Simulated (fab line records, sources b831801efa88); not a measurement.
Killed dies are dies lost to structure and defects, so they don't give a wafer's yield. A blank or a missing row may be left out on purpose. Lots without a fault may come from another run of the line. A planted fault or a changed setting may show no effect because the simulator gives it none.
Chamber matching | flow gf180mcu | GF_POLY_GATE_ETCH_13 on rie_si-02: 4 sister chambers
The step etches poly-Si in HBr/Cl2, stops on SiO2, target depth 198.5 nm, time 72.55 s. 7 wafers are shown with their chamber, then 8 later ones without.

WAFERS WITH THEIR CHAMBER
wafer  | chamber | mfc_cl2_sccm (sccm) | oes_product_au (a.u.)
L896.2 | 1       | 49.83               | 0.975
L897.1 | 2       | 50.03               | 0.970
L912.5 | 0       | 49.64               | 0.990
L913.3 | 3       | 49.95               | 0.986
L913.4 | 2       | 50.12               | 1.000
L913.5 | 0       | 50.17               | 0.994
L914.1 | 3       | 49.99               | 0.983

WAFERS WITHOUT THEIR CHAMBER
wafer  | mfc_cl2_sccm (sccm) | oes_product_au (a.u.)
L914.5 | 49.93               | 0.981
L914.6 | 50.24               | 0.992
L915.2 | 49.91               | 0.986
L915.4 | 49.90               | 0.985
L915.6 | 49.98               | 0.980
L916.2 | 50.13               | 0.984
L916.3 | 50.29               | 0.988
L916.4 | 49.79               | 0.997

WHICH CHAMBER EACH WENT THROUGH
wafer  | from the rows above               | in truth
L914.5 | can't be placed: 3 or 1 or 2 or 0 | 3
L914.6 | can't be placed: 2 or 3 or 0 or 1 | 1
L915.2 | can't be placed: 3 or 0 or 2 or 1 | 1
L915.4 | can't be placed: 3 or 0 or 2 or 1 | 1
L915.6 | can't be placed: 3 or 2 or 1 or 0 | 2
L916.2 | can't be placed: 2 or 3 or 0 or 1 | 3
L916.3 | can't be placed: 2 or 3 or 0 or 1 | 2
L916.4 | can't be placed: 0 or 3 or 2 or 1 | 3
Placed correctly: 0 of 8. Can't be placed from these rows: 8 (the true chamber is among the candidates in 8). Placed wrongly: 0.
How it was worked out, from the rows above alone: a wafer's distance from a chamber is the root of the sum, over the readings, of the square of ((its reading less the chamber's mean) divided by the reading's scatter). The wafer belongs to the nearest chamber; if the next one is less than 2 further off, it can't be placed. A chamber's mean is the mean of its shown wafers. The scatter: the root of (the sum of the squares of (reading less its chamber's mean) over the shown wafers, divided by (wafers less chambers)).
